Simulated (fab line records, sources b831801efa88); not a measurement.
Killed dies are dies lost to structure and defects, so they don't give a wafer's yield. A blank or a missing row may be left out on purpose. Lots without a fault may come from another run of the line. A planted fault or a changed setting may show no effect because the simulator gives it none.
Which tool did it? | flow sky130 | 12 lots, 36 wafers sampled, at 1 step of a route of 708

WHAT THE GAUGES READ, wafer by wafer
SKY_LI_CONTACT_THK_MEAS_23: measures by xrf.
lot  | measured     | on            | LI_CONTACT_W_THK (nm)
L075 | day 29 14:31 | film_metro-02 | 419 417 416
L077 | day 30 04:14 | film_metro-01 | 415 420 419
L079 | day 30 21:49 | film_metro-04 | 421 420 421
L081 | day 31 19:37 | film_metro-01 | 411 409 411
L083 | day 32 15:23 | film_metro-01 | 408 407 408
L085 | day 33 02:16 | film_metro-02 | 420 416 422
L087 | day 33 09:55 | film_metro-04 | 418 417 423
L089 | day 34 15:29 | film_metro-01 | 400 396 400
L091 | day 34 23:16 | film_metro-04 | 413 413 409
L093 | day 35 10:08 | film_metro-01 | 419 410 415
L095 | day 35 23:23 | film_metro-04 | 412 412 416
L097 | day 36 07:53 | film_metro-02 | 407 407 420

WHICH TOOL RAN EACH LOT (tool, then ch and the chambers of the sampled wafers, then the start)
The record holds no process step before these readings.

THE ANSWER, worked out from the rows above alone
Rule: what is usual is taken from the lots themselves. Put in order of their means at a reading, lots are off if they are a third of the lots or fewer, leave a main group of 4 or more, and stand apart from it by a gap of 3 or more times the standard deviation of the main group's means; of several such gaps the widest counts. A main group whose means are all the same, to the digits that the tables above print for the reading, isn't used. A lot without any number at a reading at which 4 lots or more have one is off too. The other lots that the step has rows for count as sound.
No lot is off at any reading shown: from this, nothing can be told.

WHAT THE SIMULATOR HAD PUT IN
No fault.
